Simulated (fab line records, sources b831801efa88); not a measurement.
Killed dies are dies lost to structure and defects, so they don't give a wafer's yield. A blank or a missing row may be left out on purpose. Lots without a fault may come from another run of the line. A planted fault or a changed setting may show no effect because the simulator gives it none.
Which tool did it? | flow sky130 | 13 lots, 39 wafers sampled, at 5 steps of a route of 708

WHAT THE GAUGES READ, wafer by wafer
SKY_METAL1_OVL_MEAS_16.
lot  | measured     | on         | METAL1_OVL (nm)
L168 | day 32 13:53 | overlay-02 | 4 6 -2
L170 | day 33 07:56 | overlay-01 | 0 0 -7
L171 | day 33 15:03 | overlay-01 | 0 -3 2
L172 | day 34 08:45 | overlay-02 | 9 -7 -9
L173 | day 34 21:53 | overlay-01 | -6 6 4
L174 | day 35 00:51 | overlay-01 | 1 -8 -2
L175 | day 35 11:00 | overlay-02 | 4 -2 2
L178 | day 35 20:20 | overlay-01 | -2 -6 7
L177 | day 35 21:59 | overlay-02 | 1 0 6
L179 | day 36 05:15 | overlay-01 | -1 -3 -6
L183 | day 37 23:41 | overlay-01 | -5 -2 -5
L186 | day 38 13:05 | overlay-02 | -6 -3 -7
L189 | day 39 06:02 | overlay-01 | -4 -4 0

SKY_VIA1_CD_MEAS_12: target cd 150 nm.
lot  | measured     | on        | cd_nm (nm)
L168 | day 33 18:10 | cd_sem-01 | 151.9 152.7 152.3
L170 | day 34 11:14 | cd_sem-01 | 150.4 151.3 150.0
L171 | day 34 18:47 | cd_sem-02 | 152.9 153.8 151.6
L172 | day 35 12:46 | cd_sem-01 | 150.2 151.8 150.2
L173 | day 36 02:10 | cd_sem-01 | 151.0 149.8 149.5
L174 | day 36 04:05 | cd_sem-02 | 150.1 149.9 150.5
L175 | day 36 14:40 | cd_sem-02 | 151.6 152.4 151.8
L178 | day 36 23:07 | cd_sem-01 | 151.9 151.7 151.4
L177 | day 37 00:59 | cd_sem-01 | 148.8 149.4 149.0
L179 | day 37 07:59 | cd_sem-01 | 153.5 154.1 154.4
L183 | day 39 01:40 | cd_sem-01 | 6.7 150.7 152.7
L186 | day 39 16:05 | cd_sem-01 | 151.3 152.7 152.0
L189 | day 40 08:05 | cd_sem-02 | 149.1 149.9 150.4

SKY_METAL2_RS_MEAS_05: measures by four-point-probe.
lot  | measured     | on            | METAL2_ALCU_RS (ohm/sq)
L168 | day 33 19:48 | film_metro-01 | 0.1287 0.1280 0.1290
L170 | day 34 12:52 | film_metro-01 | 0.1267 0.1277 0.1256
L171 | day 34 20:33 | film_metro-04 | 0.1288 0.1293 0.1294
L172 | day 35 14:22 | film_metro-04 | 0.1290 0.1302 0.1296
L173 | day 36 03:50 | film_metro-03 | 0.1271 0.1277 0.1286
L174 | day 36 05:41 | film_metro-01 | 0.1272 0.1275 0.1284
L175 | day 36 16:17 | film_metro-04 | 0.1271 0.1274 0.1286
L178 | day 37 01:14 | film_metro-01 | 0.1257 0.1271 0.1266
L177 | day 37 02:38 | film_metro-01 | 0.1269 0.1271 0.1253
L179 | day 37 09:35 | film_metro-04 | 0.1270 0.1287 0.1290
L183 | day 39 03:38 | film_metro-04 | 0.1286 0.1253
L186 | day 39 17:46 | film_metro-03 | 0.1300 0.1279 0.1290
L189 | day 40 09:43 | film_metro-01 | 0.1268 0.1284 0.1281

WHICH TOOL RAN EACH LOT (tool, then ch and the chambers of the sampled wafers, then the start)
lot  | SKY_CONTACT_ETCH_18                           | SKY_VIA1_EXPOSE_09
L168 | rie_diel-04 ch 2,3, day 32 13:53 or earlier   | krf_scanner-01 ch 0, day 33 04:41
L170 | rie_diel-04 ch 1,2,3, day 33 07:56 or earlier | krf_scanner-02 ch 0, day 33 22:44
L171 | rie_diel-02 ch 0,1,2, day 33 15:03 or earlier | krf_scanner-02 ch 0, day 34 05:29
L172 | rie_diel-04 ch 0,1,3, day 34 08:45 or earlier | krf_scanner-01 ch 0, day 34 23:56
L173 | rie_diel-04 ch 0,1,3, day 34 21:53 or earlier | krf_scanner-01 ch 0, day 35 12:23
L174 | rie_diel-03 ch 0,1,2, day 35 00:51 or earlier | krf_scanner-01 ch 0, day 35 15:02
L175 | rie_diel-03 ch 0,3, day 35 11:00 or earlier   | krf_scanner-01 ch 0, day 36 02:10
L178 | rie_diel-02 ch 0,2, day 35 20:20 or earlier   | krf_scanner-01 ch 0, day 36 10:34
L177 | rie_diel-02 ch 1,2,3, day 35 21:59 or earlier | krf_scanner-01 ch 0, day 36 12:09
L179 | rie_diel-04 ch 2,3, day 36 05:15 or earlier   | krf_scanner-02 ch 0, day 36 19:16
L183 | rie_diel-02 ch 0,1,3, day 37 23:41 or earlier | krf_scanner-01 ch 0, day 38 14:06
L186 | rie_diel-03 ch 0,1,3, day 38 13:05 or earlier | krf_scanner-02 ch 0, day 39 03:02
L189 | rie_diel-03 ch 0,1,3, day 39 06:02 or earlier | krf_scanner-02 ch 0, day 39 19:49
- SKY_CONTACT_ETCH_18: etches Si3N4 in CHF3/O2, stops on TiN, time 39 s, target depth 75 nm.
- SKY_VIA1_EXPOSE_09: exposes mask VIM, target cd 150 nm.

WHAT THE TOOLS THEMSELVES READ (means of the sampled wafers that have a number; where no wafer has one, the mark that the record gives instead)
SKY_CONTACT_ETCH_18.
lot  | tool        | drypump_motor_current_A (A) | oes_product_au (a.u.) | throttle_valve_pct (%)
L168 | rie_diel-04 | 6.1                         | 0.858                 | 8.788
L170 | rie_diel-04 | 6.0                         | 0.853                 | 8.793
L171 | rie_diel-02 | 5.9                         | 0.853                 | 8.789
L172 | rie_diel-04 | 5.7                         | 0.863                 | 8.791
L173 | rie_diel-04 | 5.7                         | 0.854                 | 8.788
L174 | rie_diel-03 | 5.7                         | 0.858                 | 8.791
L175 | rie_diel-03 | 5.5                         | 0.857                 | 8.801
L178 | rie_diel-02 | 6.2                         | 0.853                 | 8.793
L177 | rie_diel-02 | 5.8                         | 0.863                 | 8.801
L179 | rie_diel-04 | 6.4                         | 0.845                 | 8.798
L183 | rie_diel-02 | 5.7                         | 0.853                 | 8.801
L186 | rie_diel-03 | 5.8                         | 0.855                 | 8.789
L189 | rie_diel-03 | 5.8                         | 0.863                 | 8.794

THE ANSWER, worked out from the rows above alone
Rule: what is usual is taken from the lots themselves. Put in order of their means at a reading, lots are off if they are a third of the lots or fewer, leave a main group of 4 or more, and stand apart from it by a gap of 3 or more times the standard deviation of the main group's means; of several such gaps the widest counts. A main group whose means are all the same, to the digits that the tables above print for the reading, isn't used. A lot without any number at a reading at which 4 lots or more have one is off too. The other lots that the step has rows for count as sound. The gauges are gone through in route order, then the tools' own readings, and for those a lot's mean is taken as printed above. The first step at which some lot is off is used, and at that step the reading that is off furthest; a lot without a number counts as furthest.
Off: L183, at SKY_VIA1_CD_MEAS_12 (cd_nm). The main group: mean 151.3 nm, standard deviation 1.4.
A tool fits if, at a process step before that reading, it ran every lot that is off, and no sound lot after the first of them. The gauges at SKY_VIA1_CD_MEAS_12 are tried like those tools. SKY_CONTACT_ETCH_18 gives no start for some lots, so the hours and the order of its lots are those of SKY_METAL1_OVL_MEAS_16. Can't be told from this: 2 tools fit, rie_diel-02 at SKY_CONTACT_ETCH_18, krf_scanner-01 at SKY_VIA1_EXPOSE_09.

WHAT THE SIMULATOR HAD PUT IN
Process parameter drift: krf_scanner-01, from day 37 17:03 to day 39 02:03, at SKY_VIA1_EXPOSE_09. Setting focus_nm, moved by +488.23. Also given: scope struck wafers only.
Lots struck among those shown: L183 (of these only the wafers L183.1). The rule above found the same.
